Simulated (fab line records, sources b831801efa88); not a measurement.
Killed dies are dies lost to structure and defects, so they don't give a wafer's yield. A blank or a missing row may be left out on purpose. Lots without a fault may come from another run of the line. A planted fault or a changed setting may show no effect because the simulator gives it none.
Chamber matching | flow sfq_line | SFQ_TRILAYER_I2_VIA_BARC_OPEN_VIA_ETCH_096 on rie_diel-04: 4 sister chambers
The step etches BARC in O2, target depth 125 nm, time 41.7 s. 8 wafers are shown with their chamber, then 8 later ones without.

WAFERS WITH THEIR CHAMBER
wafer  | chamber | drypump_motor_current_A (A) | run_length_s (s)
L992.5 | 2       | 6.4                         | 70.5
L994.3 | 2       | 6.5                         | 70.4
L995.1 | 1       | 5.2                         | 70.1
L995.2 | 3       | 6.7                         | 70.7
L996.4 | 3       | 6.7                         | 70.2
L996.5 | 0       | 6.3                         | 69.9
L996.6 | 1       | 5.2                         | 69.3
L998.2 | 0       | 6.3                         | 70.7

WAFERS WITHOUT THEIR CHAMBER
wafer  | drypump_motor_current_A (A) | run_length_s (s)
L998.4 | 5.2                         | 69.5
L998.5 | 6.5                         | 70.6
L101.1 | 5.3                         | 69.3
L101.3 | 6.3                         | 70.2
L101.4 | 5.3                         | 69.4
L111.1 | 6.7                         | 70.2
L111.3 | 6.5                         | 70.8
L111.4 | 6.3                         | 70.2

WHICH CHAMBER EACH WENT THROUGH
wafer  | from the rows above | in truth
L998.4 | 1                   | 1
L998.5 | 2                   | 2
L101.1 | 1                   | 1
L101.3 | 0                   | 0
L101.4 | 1                   | 1
L111.1 | 3                   | 3
L111.3 | 2                   | 2
L111.4 | 0                   | 0
Placed correctly: 8 of 8. Can't be placed from these rows: 0. Placed wrongly: 0.
How it was worked out, from the rows above alone: a wafer's distance from a chamber is the root of the sum, over the readings, of the square of ((its reading less the chamber's mean) divided by the reading's scatter). The wafer belongs to the nearest chamber; if the next one is less than 2 further off, it can't be placed. A chamber's mean is the mean of its shown wafers. The scatter: the root of (the sum of the squares of (reading less its chamber's mean) over the shown wafers, divided by (wafers less chambers)).
